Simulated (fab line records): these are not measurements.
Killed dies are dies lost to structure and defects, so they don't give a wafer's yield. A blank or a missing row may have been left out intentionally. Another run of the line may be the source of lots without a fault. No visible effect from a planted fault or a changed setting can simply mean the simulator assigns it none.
Which tool was responsible? | flow gf180mcu | 12 lots, 36 wafers sampled, at 5 steps of a route of 602

== WHAT EACH GAUGE READ, for each wafer ==
GF_V3_THK_MEAS_01.
lot  | measured     | on            | V3_CVD_00_THK (nm)
L477 | day 22 15:45 | film-metro-01 | 595 585 601
L478 | day 22 19:53 | film-metro-01 | 601 594 600
L479 | day 23 08:58 | film-metro-03 | 587 610 596
L480 | day 23 16:14 | film-metro-02 | 594 600 601
L481 | day 23 22:14 | film-metro-02 | 594 597 598
L482 | day 24 10:28 | film-metro-01 | 607 605 591
L484 | day 25 01:06 | film-metro-03 | 595 587 595
L485 | day 25 09:32 | film-metro-03 | 587 595 592
L486 | day 25 18:13 | film-metro-02 | 582 587 582
L488 | day 26 07:17 | film-metro-03 | 594 603 601
L495 | day 28 08:18 | film-metro-01 | 587 591 584
L496 | day 28 14:04 | film-metro-03 | 594 601 602

GF_MIM_RS_MEAS_10: measures by four-point-probe.
lot  | measured     | on            | MIM_ALCU_RS (ohm/sq)
L477 | day 25 16:03 | film-metro-04 | 0.1615 0.1619 0.1603
L478 | day 25 19:47 | film-metro-02 | 0.1570 0.1612 0.1573
L479 | day 26 07:11 | film-metro-02 | 0.1599 0.1607 0.1598
L480 | day 26 14:38 | film-metro-02 | 0.1601 0.1613 0.1611
L481 | day 26 19:59 | film-metro-03 | 0.1574 0.1593 0.1587
L482 | day 27 06:46 | film-metro-03 | 0.1567 0.1595 0.1548
L484 | day 27 20:48 | film-metro-02 | 0.1637 0.1628 0.1620
L485 | day 28 05:00 | film-metro-03 | 0.1560 0.1600 0.1584
L486 | day 28 12:49 | film-metro-03 | 0.1594 0.1585 0.1602
L488 | day 29 00:26 | film-metro-04 | 0.1620 0.1615 0.1621
L495 | day 30 23:12 | film-metro-04 | 0.1647 0.1668 0.1665
L496 | day 31 05:02 | film-metro-03 | 0.1646 0.1610 0.1663

== EACH LOT AND THE TOOL THAT RAN IT (in order: tool; ch and the chambers of the sampled wafers; start) ==
lot  | GF_V2_CMP_04                  | GF_M4_SPUTTER_00             | GF_MIM_SPUTTER_08
L477 | cmp-02 ch 2,3, day 20 12:40   | pvd-sputter-02, day 23 16:38 | pvd-sputter-01, day 25 16:00
L478 | cmp-01 ch 0,1,3, day 20 17:58 | pvd-sputter-04, day 23 20:46 | pvd-sputter-03, day 25 19:41
L479 | cmp-02 ch 1,3, day 21 07:16   | pvd-sputter-02, day 24 09:01 | pvd-sputter-02, day 26 07:07
L480 | cmp-02 ch 1,2, day 21 14:49   | pvd-sputter-02, day 24 16:27 | pvd-sputter-02, day 26 14:35
L481 | cmp-01 ch 1,3, day 21 22:41   | pvd-sputter-02, day 24 22:11 | pvd-sputter-01, day 26 19:53
L482 | cmp-02 ch 0,1,2, day 22 10:23 | pvd-sputter-01, day 25 09:38 | pvd-sputter-03, day 27 06:41
L484 | cmp-01 ch 1,3, day 23 01:46   | pvd-sputter-02, day 26 00:59 | pvd-sputter-02, day 27 20:43
L485 | cmp-02 ch 0,1,3, day 23 11:12 | pvd-sputter-01, day 26 08:29 | pvd-sputter-01, day 28 04:57
L486 | cmp-02 ch 0,1,2, day 23 20:20 | pvd-sputter-04, day 26 17:23 | pvd-sputter-01, day 28 12:46
L488 | cmp-02 ch 1,2, day 24 09:49   | pvd-sputter-02, day 27 05:52 | pvd-sputter-01, day 29 00:20
L495 | cmp-02 ch 1,2, day 26 13:19   | pvd-sputter-02, day 29 05:50 | pvd-sputter-02, day 30 23:08
L496 | cmp-02 ch 0,1,3, day 26 18:41 | pvd-sputter-01, day 29 11:55 | pvd-sputter-02, day 31 04:58
- GF_V2_CMP_04: polishes SiO2.
- GF_M4_SPUTTER_00: material Ti, target thk 37.5 nm, time 150 s.
- GF_MIM_SPUTTER_08: material AlCu, target thk 200 nm, time 10.6 s.

== AS READ BY THE TOOLS THEMSELVES (means over the sampled wafers that have a number; for cases with no such wafer, the mark the record gives instead) ==
GF_V2_CMP_04.
lot  | tool   | motor-current-A (A) | platen-rpm (rpm) | time-to-endpoint-s (s)
L477 | cmp-02 | 12.9                | 60.01            | 76
L478 | cmp-01 | 12.2                | 60.01            | 83
L479 | cmp-02 | 11.1                | 60.00            | 69
L480 | cmp-02 | 12.6                | 60.01            | 73
L481 | cmp-01 | 12.4                | 60.03            | 80
L482 | cmp-02 | 12.3                | 60.00            | 78
L484 | cmp-01 | 11.4                | 60.04            | 79
L485 | cmp-02 | 11.4                | 59.96            | 79
L486 | cmp-02 | 12.0                | 59.99            | 83
L488 | cmp-02 | 13.0                | 59.99            | 76
L495 | cmp-02 | 12.9                | 59.98            | 81
L496 | cmp-02 | 11.7                | 59.98            | 82

GF_M4_SPUTTER_00.
lot  | tool           | chamber-pressure-pa (Pa) | throttle-valve-pct (%)
L477 | pvd-sputter-02 | 2.003                    | 28.3
L478 | pvd-sputter-04 | 2.000                    | 29.1
L479 | pvd-sputter-02 | 2.000                    | 28.8
L480 | pvd-sputter-02 | 2.000                    | 27.8
L481 | pvd-sputter-02 | 2.001                    | 28.3
L482 | pvd-sputter-01 | 2.003                    | 29.8
L484 | pvd-sputter-02 | 1.999                    | 27.9
L485 | pvd-sputter-01 | 2.000                    | 29.6
L486 | pvd-sputter-04 | 2.001                    | 30.4
L488 | pvd-sputter-02 | 2.004                    | 29.0
L495 | pvd-sputter-02 | 1.998                    | 30.1
L496 | pvd-sputter-01 | 1.999                    | 30.4

GF_MIM_SPUTTER_08.
lot  | tool           | chamber-pressure-pa (Pa) | throttle-valve-pct (%)
L477 | pvd-sputter-01 | 0.3997                   | 30.2
L478 | pvd-sputter-03 | 0.3999                   | 30.4
L479 | pvd-sputter-02 | 0.4003                   | 29.6
L480 | pvd-sputter-02 | 0.3998                   | 29.0
L481 | pvd-sputter-01 | 0.3991                   | 30.2
L482 | pvd-sputter-03 | 0.3991                   | 30.5
L484 | pvd-sputter-02 | 0.4008                   | 28.3
L485 | pvd-sputter-01 | 0.4002                   | 29.8
L486 | pvd-sputter-01 | 0.4010                   | 30.0
L488 | pvd-sputter-01 | 0.3994                   | 29.8
L495 | pvd-sputter-02 | 0.4458                   | 26.0
L496 | pvd-sputter-02 | 0.4476                   | 27.2

== THE ANSWER, worked out from the rows above alone ==
Rule: the usual values come from the lots themselves. Put in order of their means at a reading, lots are off if they are a third of the lots or fewer, leave a main group of 4 or more, and stand apart from it by a gap of 3 or more times the standard deviation of the main group's means; of several such gaps the widest counts. If all means in a main group match to the digits the tables above print for the reading, that group is not used. Also off: a lot with no number at a reading for which 4 or more lots have one. Any other lot the step has rows for is counted as sound. The gauges are gone through in route order, then the tools' own readings, and for those a lot's mean is taken as printed above. The first step at which some lot is off is used, and at that step the reading that is off furthest; a lot without a number counts as furthest.
Off, at GF_MIM_SPUTTER_08 on chamber-pressure-pa: L495, L496. For the main group the mean is 0.3999 Pa and the standard deviation 0.00062.
A tool fits if, at that step or a process step before it, it ran every lot that is off, and no sound lot after the first of them. This does not decide it: 2 tools fit, namely cmp-02 at GF_V2_CMP_04 and pvd-sputter-02 at GF_MIM_SPUTTER_08.

== WHAT WAS PUT IN BY THE SIMULATOR ==
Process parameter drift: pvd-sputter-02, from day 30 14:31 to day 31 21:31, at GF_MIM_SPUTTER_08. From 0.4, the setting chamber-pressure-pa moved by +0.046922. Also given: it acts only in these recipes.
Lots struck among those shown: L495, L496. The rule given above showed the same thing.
